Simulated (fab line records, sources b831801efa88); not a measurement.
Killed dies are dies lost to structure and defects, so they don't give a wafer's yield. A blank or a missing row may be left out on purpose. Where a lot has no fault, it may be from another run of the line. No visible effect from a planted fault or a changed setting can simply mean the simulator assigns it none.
fab line records ; flow sky130 ; part 2 of 2: steps 29 to 40 of 40
[record] lots = 5; wafers = 15; last_day = 50
route steps=708 shown METAL4@637 VIA4@639 METAL5@661
lots with no fault: from the same line, run without faults
start_h: start of the lot's first displayed wafer, in hours after the record's first day ; wait_h: time in hours since the lot's previous step ; " same as the row above ; L1.1+2: one row covering several wafers at once ; - no value present, or no start provided ; * or withheld: withheld ; < > ~ a bound
route shown NAME@n: NAME is a module with steps in the file, n the number in the route of the first one ; usual: average and standard deviation across the fault-free wafers ; same: alike in all rows ; chamber/n: place in a boat ; sites: per-site readings ; _std_site: the standard deviation of these ; _edge_site: the outer-site mean with the inner-site mean subtracted ; radius_mm: for every site, how far away it sits from the centre of the wafer ; mask NAME#n: copy n ; behind: the tool/chamber that last shaped the wafer ; hold: cause of the lot's hold/its duration in hours/its outcome ; device: names the non-switching transistor (n, p or np) ; end of line: the tests these same wafers got at the end of their route ; where a step has no rows: the recipe by itself ; killed: at the first sort, the dies lost to defects and structure; wafer yield is something else ; map: shows each die of a wafer: x if killed, . if not, _ if none is there
set.NAME: the setting that was run; set.NAME@STEP: the one run at that earlier step ; model.NAME: the simulator's own value behind a step, which no gauge read
lots at selected steps of the route; one table per step, one row per wafer
services: when a tool's chamber went out of use (start_h, in hours from the record's first day, below 0 if earlier), for how many hours, and the reason
[[steps]]
[step SKY_METAL5_SPUTTER_04]
[recipe] material = TiN; target_thk_nm = 70; power_w = 6500; time_s = 58.3; chamber_pressure_pa = 0.4
[usual] throttle_valve_pct = 29.6/0.84
lot.wafer;tool;chamber;start_h;wait_h;throttle_valve_pct
L084.1;pvd_sputter-02;-;1069.39;0.0;29.6
L084.3;pvd_sputter-02;-;1069.39;0.0;29.4
L084.5;pvd_sputter-02;-;1069.39;0.0;29.3
L085.3;pvd_sputter-03;-;1079.73;0.0;29.6
L085.5;pvd_sputter-03;-;1079.73;0.0;29.3
L085.6;pvd_sputter-03;-;1079.73;0.0;29.5
L088.2;pvd_sputter-03;-;1090.41;0.0;29.4
L088.4;pvd_sputter-03;-;1090.41;0.0;30.2
L088.6;pvd_sputter-03;-;1090.41;0.0;29.9
L089.1;pvd_sputter-02;-;1095.97;0.0;29.5
L089.4;pvd_sputter-02;-;1095.97;0.0;29.8
L089.5;pvd_sputter-02;-;1095.97;0.0;29.4
L096.1;pvd_sputter-02;-;1144.02;0.0;29.3
L096.3;pvd_sputter-02;-;1144.02;0.0;29.7
L096.4;pvd_sputter-02;-;1144.02;0.0;28.8
[step SKY_METAL5_RS_MEAS_05]
[recipe] thk_meas_gauge = four-point-probe; reads = TiN_of_METAL5_SPUTTER_04+Ti_of_METAL5_SPUTTER_03+AlCu_of_METAL5_SPUTTER_02+TiN_of_METAL5_SPUTTER_01+Ti_of_METAL5_SPUTTER_00
[usual] METAL5_ALCU_RS = 0.02701/0.00026
lot.wafer;tool;chamber;start_h;wait_h;METAL5_ALCU_RS[ohm/sq]
L084.1;film_metro-03;-;1069.44;0.0;0.02739
L084.3;film_metro-03;-;1069.44;0.0;0.0272
L084.5;film_metro-03;-;1069.44;0.0;0.02696
L085.3;film_metro-01;-;1079.81;0.1;0.02683
L085.5;film_metro-01;-;1079.81;0.1;0.02691
L085.6;film_metro-01;-;1079.81;0.1;0.02714
L088.2;film_metro-02;-;1090.48;0.0;0.02743
L088.4;film_metro-02;-;1090.48;0.0;0.02725
L088.6;film_metro-02;-;1090.48;0.0;0.02729
L089.1;film_metro-02;-;1096.02;0.0;0.02698
L089.4;film_metro-02;-;1096.02;0.0;0.02674
L089.5;film_metro-02;-;1096.02;0.0;0.02697
L096.1;film_metro-03;-;1144.07;0.0;0.02727
L096.3;film_metro-03;-;1144.07;0.0;0.02755
L096.4;film_metro-03;-;1144.07;0.0;0.02718
[step SKY_METAL5_THK_MEAS_06]
[recipe] thk_meas_gauge = xrf; reads = AlCu_of_METAL5_SPUTTER_02
[usual] METAL5_ALCU_THK = 1186/14
lot.wafer;tool;chamber;start_h;wait_h;METAL5_ALCU_THK[nm]
L084.1;film_metro-03;-;1069.56;0.1;1169
L084.3;film_metro-03;-;1069.56;0.1;1161
L084.5;film_metro-03;-;1069.56;0.1;1172
L085.3;film_metro-01;-;1079.91;0.1;1199
L085.5;film_metro-01;-;1079.91;0.1;1192
L085.6;film_metro-01;-;1079.91;0.1;1183
L088.2;film_metro-02;-;1090.59;0.1;1172
L088.4;film_metro-02;-;1090.59;0.1;1182
L088.6;film_metro-02;-;1090.59;0.1;1177
L089.1;film_metro-02;-;1096.14;0.1;1187
L089.4;film_metro-02;-;1096.14;0.1;1203
L089.5;film_metro-02;-;1096.14;0.1;1186
L096.1;film_metro-03;-;1144.19;0.1;1164
L096.3;film_metro-03;-;1144.19;0.1;1160
L096.4;film_metro-03;-;1144.19;0.1;1180
[step SKY_METAL5_DEHYDRATE_07]
[recipe] temp_c = 200; time_s = 60
lot.wafer;tool;chamber;start_h;wait_h
L084.1+3+5;litho_track-04;0;1079.14;9.6
L085.3+5+6;litho_track-04;0;1089.69;9.8
L088.2+4+6;litho_track-02;0;1099.50;8.9
L089.1+4+5;litho_track-04;0;1104.74;8.6
L096.1+3+4;litho_track-01;0;1152.45;8.3
[step SKY_METAL5_HMDS_08]
[recipe] prime_time_s = 60; prime_temp_c = 120
lot.wafer;tool;chamber;start_h;wait_h
L084.1+3+5;litho_track-04;0;1079.29;0.1
L085.3+5+6;litho_track-04;0;1089.84;0.1
L088.2+4+6;litho_track-02;0;1099.65;0.1
L089.1+4+5;litho_track-04;0;1104.89;0.1
L096.1+3+4;litho_track-01;0;1152.60;0.1
[step SKY_METAL5_COAT_09]
[recipe] resist = NOVOLAK; spin_rpm = 3000; resist_thk_nm = 1800
lot.wafer;tool;chamber;start_h;wait_h
L084.1+3+5;litho_track-04;0;1079.44;0.1
L085.3+5+6;litho_track-04;0;1089.99;0.1
L088.2+4+6;litho_track-02;0;1099.80;0.1
L089.1+4+5;litho_track-04;0;1105.04;0.1
L096.1+3+4;litho_track-01;0;1152.75;0.1
[step SKY_METAL5_SOFTBAKE_10]
[recipe] temp_c = 90; time_s = 60; resist = NOVOLAK
lot.wafer;tool;chamber;start_h;wait_h
L084.1+3+5;litho_track-04;0;1079.59;0.1
L085.3+5+6;litho_track-04;0;1090.14;0.1
L088.2+4+6;litho_track-02;0;1099.95;0.1
L089.1+4+5;litho_track-04;0;1105.19;0.1
L096.1+3+4;litho_track-01;0;1152.90;0.1
[step SKY_METAL5_EXPOSE_11]
[recipe] mask_id = MM5; na = 0.6; source_shape = conventional; sigma_outer = 0.6; polarization = unpolarized; target_cd_nm = 1600; dose_mj = 190
lot.wafer;tool;chamber;start_h;wait_h;mask
L084.1+3+5;iline_stepper-02;0;-;-;MM5#0
L085.3+5+6;iline_stepper-01;0;-;-;MM5#0
L088.2+4+6;iline_stepper-02;0;-;-;MM5#0
L089.1+4+5;iline_stepper-01;0;-;-;MM5#0
L096.1+3+4;iline_stepper-01;0;-;-;MM5#0
[step SKY_METAL5_PEB_12]
[recipe] temp_c = withheld; time_s = *; resist = NOVOLAK
lot.wafer;tool;chamber;start_h;wait_h
L084.1+3+5;litho_track-02;0;-;-
L085.3+5+6;litho_track-01;0;-;-
L088.2+4+6;litho_track-01;0;-;-
L089.1+4+5;litho_track-01;0;-;-
L096.1+3+4;litho_track-04;0;-;-
[step SKY_METAL5_DEVELOP_13]
[recipe] resist = NOVOLAK; developer = TMAH; develop_time_s = 60; dev_temp_c = 23
lot.wafer;tool;chamber;start_h;wait_h
L084.1+3+5;litho_track-02;0;1089.57;0.1
L085.3+5+6;litho_track-01;0;1099.25;0.1
L088.2+4+6;litho_track-01;0;1109.38;0.1
L089.1+4+5;litho_track-01;0;1115.50;0.1
L096.1+3+4;litho_track-04;0;1160.99;0.1
[step SKY_METAL5_DESCUM_14]
[recipe] chemistry = O2; source_power_w = 150; bias_power_w = 0; pressure_mtorr = 10; temp_c = 40; time_s = 11
[usual] drypump_motor_current_A = 6.1/0.43; oes_product_au = 0.992/0.0099; temp_c = 40.01/0.11
lot.wafer;tool;chamber;start_h;wait_h;drypump_motor_current_A;oes_product_au;rf_hours_counter_h;temp_c
L084.1;rie_metal-03;1;1089.72;0.1;6.2;0.989;15;39.86
L084.3;rie_metal-03;1;1089.72;0.1;6.2;0.998;-;39.73
L084.5;rie_metal-03;1;1089.72;0.1;6.2;0.994;-;39.88
L085.3;rie_metal-03;1;1099.37;0.1;6.2;0.979;-;40.06
L085.5;rie_metal-03;1;1099.37;0.1;6.2;0.985;-;40.01
L085.6;rie_metal-03;1;1099.37;0.1;6.2;0.981;-;40.20
L088.2;rie_metal-04;1;1109.50;0.1;6.1;0.990;23;39.93
L088.4;rie_metal-04;0;1109.50;0.1;5.0;0.985;-;39.90
L088.6;rie_metal-04;1;1109.50;0.1;6.1;0.982;-;40.00
L089.1;rie_metal-03;0;1115.65;0.1;5.6;1.012;19;39.99
L089.4;rie_metal-03;0;1115.65;0.1;5.5;1.011;-;40.02
L089.5;rie_metal-03;0;1115.65;0.1;5.5;1.009;-;40.17
L096.1;rie_metal-03;1;1161.14;0.1;6.2;0.993;24;39.86
L096.3;rie_metal-03;0;1161.14;0.1;5.5;1.010;-;40.10
L096.4;rie_metal-03;1;1161.14;0.1;6.2;0.993;-;39.92
[step SKY_METAL5_METAL_ETCH_15]
[recipe] target_depth_a = 12600; stop_on = SiO2; over_etch_frac = 0.2; time_s = 252; chemistry = Cl2/BCl3; resist_sidewall_deg = 86; pressure_mtorr = 10; icp_w = 900; bias_w = 48.5; Cl2_flow_sccm = 60; bcl3_flow_sccm = 30
[usual] drypump_motor_current_A = 6.1/0.43; mfc_cl2_sccm = 59.95/0.18; oes_product_au = 0.894/0.005; throttle_valve_pct = 22.264/0.0094
lot.wafer;tool;chamber;start_h;wait_h;drypump_motor_current_A;mfc_cl2_sccm;oes_product_au;rf_hours_counter_h;throttle_valve_pct
L084.1;rie_metal-03;1;1089.79;0.1;6.2;59.92;0.900;15;22.259
L084.3;rie_metal-03;1;1089.79;0.1;6.2;59.59;0.888;-;22.262
L084.5;rie_metal-03;1;1089.79;0.1;6.2;59.74;0.893;-;22.271
L085.3;rie_metal-03;1;1099.58;0.2;6.2;59.91;0.893;-;22.254
L085.5;rie_metal-03;1;1099.58;0.2;6.2;59.78;0.900;-;22.268
L085.6;rie_metal-03;1;1099.58;0.2;6.2;59.73;0.891;-;22.261
L088.2;rie_metal-04;1;1109.53;0.0;6.0;60.07;0.889;24;22.283
L088.4;rie_metal-04;0;1109.53;0.0;5.0;60.12;0.887;-;22.271
L088.6;rie_metal-04;1;1109.53;0.0;6.0;60.03;0.901;-;22.268
L089.1;rie_metal-03;0;1115.68;0.0;5.5;60.26;0.890;19;22.277
L089.4;rie_metal-03;0;1115.68;0.0;5.5;60.21;0.895;-;22.269
L089.5;rie_metal-03;0;1115.68;0.0;5.5;60.20;0.893;-;22.278
L096.1;rie_metal-03;1;1161.18;0.0;6.2;60.18;0.890;24;22.256
L096.3;rie_metal-03;0;1161.18;0.0;5.5;60.09;0.890;-;22.258
L096.4;rie_metal-03;1;1161.18;0.0;6.2;60.09;0.900;-;22.265
[[services]]
tool;chamber;start_h;hours;kind
cmp-01;-;1026.94;0.5;repair
rie_metal-03;-;1027.47;0.2;repair
hdpcvd-02;0;1027.93;4.4;repair
rie_diel-03;0;1031.95;13.6;repair
iline_stepper-01;-;1048.20;1.7;pm
rie_diel-03;1;1053.88;2.4;repair
iline_stepper-02;-;1055.83;2.1;pm
iline_stepper-01;-;1059.30;2.0;repair
cmp-01;-;1062.52;0.9;repair
hdpcvd-02;2;1064.81;9.9;repair
cmp-02;-;1072.96;3.4;repair
cmp-01;-;1078.31;0.3;repair
rie_metal-03;0;1081.81;26.4;repair
cmp-01;-;1082.89;0.7;repair
cvd_w-01;-;1083.95;2.8;pm
cmp-01;-;1084.00;4.0;pm
iline_stepper-02;-;1084.93;8.9;pm
cmp-02;-;1092.98;4.6;pm
cmp-01;-;1097.65;6.2;pm
wet_bench-04;-;1114.51;2.1;repair
pvd_sputter-02;-;1123.89;5.4;repair
cvd_w-01;1;1127.70;12.0;repair
pvd_sputter-02;-;1147.35;1.1;repair
cmp-01;-;1160.77;3.8;repair
